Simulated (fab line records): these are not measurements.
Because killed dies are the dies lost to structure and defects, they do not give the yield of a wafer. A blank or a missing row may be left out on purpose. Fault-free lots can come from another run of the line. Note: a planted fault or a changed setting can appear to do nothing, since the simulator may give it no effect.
Which tool did it?	flow gf180mcu	Sampling: 7 lots, 21 wafers, 2 of 602 route steps

== WHAT THE GAUGES READ, wafer by wafer ==
GF_M3_OVL_MEAS_15.
lot	measured	on	M3_OVL (nm)
L742	day 21 17:47	overlay-01	-6 3 2
L744	day 22 11:35	overlay-02	7 8 8
L746	day 23 04:14	overlay-02	7 15 7
L758	day 27 05:05	overlay-02	14 14 6
L760	day 27 17:26	overlay-01	2 7 6
L764	day 28 19:41	overlay-01	0 4 13

== EACH LOT AND THE TOOL THAT RAN IT (in order: tool; ch and the chambers of the sampled wafers; start) ==
lot	GF_DUAL_GATE_DEVELOP_10
L742	litho-track-03 ch 0, day 8 16:18
L744	litho-track-01 ch 0, day 9 04:23
L746	litho-track-03 ch 0, day 9 17:53
L750	litho-track-01 ch 0, day 10 22:49
L758	litho-track-03 ch 0, day 13 05:38
L760	litho-track-02 ch 0, day 13 19:31
L764	litho-track-01 ch 0, day 14 23:04
- GF_DUAL_GATE_DEVELOP_10: develop time 60 s.

== THE ANSWER, worked out from the rows above alone ==
Rule: what is usual is taken from the lots themselves. The widest of any qualifying gaps counts: lots, ordered by their means at a reading, are off when they make up no more than a third of the lots, leave a main group of 4 or more, and stand apart from it by 3 or more times the standard deviation of that group's means. If all means in a main group match to the digits the tables above print for the reading, that group is not used. A lot without any number at a reading at which 4 lots or more have one is off too. All remaining lots with rows at the step are treated as sound.
None of the lots is off at any reading shown; this tells nothing.

== WHAT THE SIMULATOR PUT IN ==
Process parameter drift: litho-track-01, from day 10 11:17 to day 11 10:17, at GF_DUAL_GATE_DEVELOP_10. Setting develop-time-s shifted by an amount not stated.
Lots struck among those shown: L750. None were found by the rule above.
